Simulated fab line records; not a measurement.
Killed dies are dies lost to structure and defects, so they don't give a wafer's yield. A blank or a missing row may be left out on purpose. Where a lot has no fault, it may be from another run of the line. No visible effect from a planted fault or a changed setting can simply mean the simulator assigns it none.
Which of the tools did it? -- flow sky130 -- 33 wafers from 11 lots sampled at 3 of the route's 708 steps

== WHAT EACH GAUGE READ, for each wafer ==
SKY_CONTACT_THK_MEAS_26: measures by xrf. Usual: CONTACT_W_THK 348 nm, standard deviation 3.7.
lot,measured,on,CONTACT_W_THK (nm),flag
L453,day 33 00:19,filmMetro-01,344 348 349,
L452,day 33 01:10,filmMetro-03,348 347 345,
L454,day 33 11:29,filmMetro-01,352 351 355,
L459,day 34 22:11,filmMetro-02,347 348 344,
L465,day 36 20:49,filmMetro-01,350 348 347,
L469,day 37 20:26,filmMetro-02,348 353 356,
L470,day 38 00:20,filmMetro-03,350 350 355,
L471,day 38 09:28,filmMetro-03,347 345 352,
L472,day 38 14:53,filmMetro-03,349 354 350,
L473,day 39 06:17,filmMetro-01,346 348 351,
L474,day 39 07:56,filmMetro-02,345 346 351,

SKY_VIA1_BOW_MEAS_03. Usual: VIA1_BOW 81 um, standard deviation 7.2.
lot,measured,on,VIA1_BOW (um),flag
L453,day 34 05:04,filmMetro-04,72 83 78,
L452,day 34 06:35,filmMetro-03,93 86 94,
L454,day 34 16:24,filmMetro-02,80 91 86,
L459,day 36 02:44,filmMetro-04,91 83 81,
L465,day 38 01:41,filmMetro-04,81 90 96,
L469,day 39 00:31,filmMetro-03,78 74 78,
L470,day 39 04:18,filmMetro-02,90 79 90,
L471,day 39 13:56,filmMetro-04,85 76 83,
L472,day 39 19:18,filmMetro-02,81 76 73,
L473,day 40 09:47,filmMetro-03,72 85 86,
L474,day 40 12:32,filmMetro-03,92 81 81,

== WHAT TOOL EACH LOT RAN ON (gives the tool, then ch and the chambers of the sampled wafers, and finally the start) ==
lot,SKY_VIA1_CMP_02
L453,"cmp-02 ch 0,2, day 34 04:49"
L452,"cmp-01 ch 1,2,3, day 34 06:17"
L454,"cmp-01 ch 1,2, day 34 16:08"
L459,"cmp-02 ch 0,2, day 36 02:26"
L465,"cmp-01 ch 2,3, day 38 01:22"
L469,"cmp-01 ch 0,1, day 39 00:10"
L470,"cmp-01 ch 0,1,3, day 39 04:03"
L471,"cmp-02 ch 0,1,3, day 39 13:37"
L472,"cmp-01 ch 0,1,3, day 39 19:06"
L473,"cmp-02 ch 0,1,2, day 40 09:29"
L474,"cmp-02 ch 2,3, day 40 12:13"
- SKY_VIA1_CMP_02: polishes SiO2.

== WHAT THE TOOLS THEMSELVES READ (means of the sampled wafers that have a number; where no wafer has one, the mark that the record gives instead) ==
SKY_VIA1_CMP_02. Usual: 12.6 A for motorCurrentA, sd 1.4.
lot,tool,motorCurrentA (A),flag
L453,cmp-02,12.6,
L452,cmp-01,12.2,
L454,cmp-01,12.8,
L459,cmp-02,12.4,
L465,cmp-01,11.0,
L469,cmp-01,13.9,
L470,cmp-01,13.2,
L471,cmp-02,12.0,
L472,cmp-01,13.3,
L473,cmp-02,12.6,
L474,cmp-02,11.4,

== THE ANSWER, worked out from the rows above alone ==
Rule: a lot counts as off when the mean over its wafers that have a number is more than 3 standard deviations away from the usual mean. A lot without any number at a reading at which 4 lots or more have one is off too. Where the step has rows for the other lots, those lots are counted as sound. Order of review: gauges by route order, followed by the tools' own readings, for which a lot's mean as printed above is used. The first step at which some lot is off is used, and at that step the reading that is off furthest; a lot without a number counts as furthest.
No lot is off at any reading shown: from this, nothing can be told.

== WHAT THE SIMULATOR PUT IN ==
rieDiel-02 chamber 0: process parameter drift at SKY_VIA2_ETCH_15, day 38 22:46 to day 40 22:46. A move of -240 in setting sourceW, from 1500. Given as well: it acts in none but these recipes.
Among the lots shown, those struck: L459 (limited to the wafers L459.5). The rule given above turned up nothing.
